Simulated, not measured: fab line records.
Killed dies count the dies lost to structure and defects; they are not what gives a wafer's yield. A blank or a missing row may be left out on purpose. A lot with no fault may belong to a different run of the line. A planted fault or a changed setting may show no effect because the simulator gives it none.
Comparing a struck lot with a sound one | flow gf180mcu | 23 out of 602 route steps
Sound: the wafers L417.1, L417.3, L417.4. Wafers L424.1, L424.3, L424.4 were the ones struck. The cause comes at the end.
Order at every step that has rows: each side's tool, ch and its chambers, its first start. Under that, the readings that differ: sound wafers | struck wafers | difference of the means | sigmas: that difference in standard deviations of wafers without a fault.
alike: readings with means less than 2 such deviations apart, plus words and numbers identical on both sides. not compared: withheld readings, readings lacking a value on some wafer, bounds such as >300 that could conceal the same value, and numbers that have no deviation in the record and whose values overlap.
The two part at a step that has a row with sigmas, a row that says differs or no value, or rows on one side only. When numbers do not overlap yet have no deviation, they are printed without sigmas and do not part them. A reading missing from all wafers of one side parts the sides only when that side holds two or more wafers.

GF_M4_STRIP_17: strips in O2/N2.
  sound on plasmaAsher-04 ch 0,1, day 25 23:45; struck on plasmaAsher-02 ch 0,1, day 27 15:49
reading                  | sound       | struck      | difference | sigmas
drypumpMotorCurrentA (A) | 5.5 5.5 5.6 | 6.3 6.6 6.3 | +0.9       | +2
  alike: heaterPowerW, n2FlowSccm, oesProductAu, stripTimeToEndpointS
  not compared: rfHoursCounterH
then, 3 steps without rows for these wafers: GF_M4_STRIP_18 (strips in post etch residue remover, time 1200 s); GF_M4_CLEAN_19 (cleans in DIW); GF_V4_CVD_00 (deposits SiO2, target thk 600 nm, time 100 s).
GF_V4_THK_MEAS_01:
  sound: filmMetro-04 at day 26 00:23; struck: filmMetro-03 at day 27 16:25
  alike: V4_CVD_00_THK
GF_V4_CVD_02: deposits SiO2 from TEOS, target thk 850 nm, time 94.851 s.
  sound on pecvd-01 ch 0,2, day 26 00:27; struck on pecvd-01 ch 1,2, day 27 16:29
  alike: heaterPowerW
GF_V4_THK_MEAS_03:
  sound: filmMetro-03 at day 26 00:31; struck: filmMetro-01 at day 27 16:33
  alike: V4_CVD_02_THK
GF_V4_CMP_04: polishes SiO2.
  sound on cmp-02 ch 0,1,2, day 26 00:38; struck on cmp-01 ch 1,2,3, day 27 16:38
reading             | sound    | struck   | difference | sigmas
timeToEndpointS (s) | 82 83 87 | 71 67 69 | -15        | -3
  alike: motorCurrentA, retainingRingPressureFrac, slurryFilterDpKPa, slurryFlowMlMin
GF_V4_BOW_MEAS_05:
  sound: filmMetro-03 at day 26 00:53; struck: filmMetro-03 at day 27 16:56
  alike: V4_BOW
then, 3 steps without rows for these wafers: GF_V4_DEHYDRATE_06 (time 60 s); GF_V4_HMDS_07 (prime time 60 s); GF_V4_COAT_08.
GF_V4_COAT_09: resist thk 1000 nm.
  sound on lithoTrack-01 ch 0, day 26 11:00; struck on lithoTrack-04 ch 0, day 28 02:00
reading                            | sound            | struck        | difference | sigmas
model.KrF_of_V4_COAT_09.thkNm (nm) | 999.2 998.2 1000 | 963 966 966.7 | -34        | 
then, 3 steps without rows for these wafers: GF_V4_SOFTBAKE_10 (time 60 s); GF_V4_EXPOSE_11 (exposes mask Via4, target cd 260 nm); GF_V4_PEB_12 (peb time 87.12 s).
GF_V4_DEVELOP_13: develop time 60 s.
  sound on lithoTrack-03 ch 0, day 26 22:10; struck on lithoTrack-04 ch 0, day 28 12:01
reading                            | sound             | struck        | difference | sigmas
model.KrF_of_V4_COAT_09.thkNm (nm) | 984.3 983.3 985.1 | 948 951 951.7 | -34        | 
GF_V4_CD_MEAS_14 targets a cd of 260 nm.
  sound: cdSem-01 at day 26 22:19; struck: cdSem-01 at day 28 12:10
  alike: cdNm
GF_V4_OVL_MEAS_15:
  sound: overlay-02 at day 26 22:26; struck: overlay-01 at day 28 12:17
  alike: V4_OVL
GF_V4_ETCH_16: etches BARC in N2/H2.
  sound on rieDiel-02 ch 1,2,3, day 26 22:28; struck on rieDiel-01 ch 1,2,3, day 28 12:19
  alike: drypumpMotorCurrentA, n2FlowSccm, oesProductAu, throttleValvePct
GF_V4_ETCH_17: etches SiO2 in C4F8/O2/Ar, stops on TiN, target depth 630 nm.
  sound: rieDiel-02 ch 1,2,3; struck: rieDiel-01 ch 1,2,3
  alike: oesProductAu
GF_V4_STRIP_18: strips in O2/N2.
  sound on plasmaAsher-01 ch 0,1, day 26 22:36; struck on plasmaAsher-02 ch 0,1, day 28 12:27
reading             | sound             | struck            | difference | sigmas
oesProductAu (a.u.) | 0.587 0.601 0.592 | 0.572 0.577 0.584 | -0.016     | -3
  alike: drypumpMotorCurrentA, heaterPowerW, n2FlowSccm
  not compared: rfHoursCounterH
then, 1 step without rows for these wafers: GF_V4_STRIP_19 (strips in post etch residue remover, time 1200 s).

WHERE THEY PART
First at GF_M4_STRIP_17; last, within this record, at GF_V4_STRIP_18.

WHY: the cause the simulator had injected
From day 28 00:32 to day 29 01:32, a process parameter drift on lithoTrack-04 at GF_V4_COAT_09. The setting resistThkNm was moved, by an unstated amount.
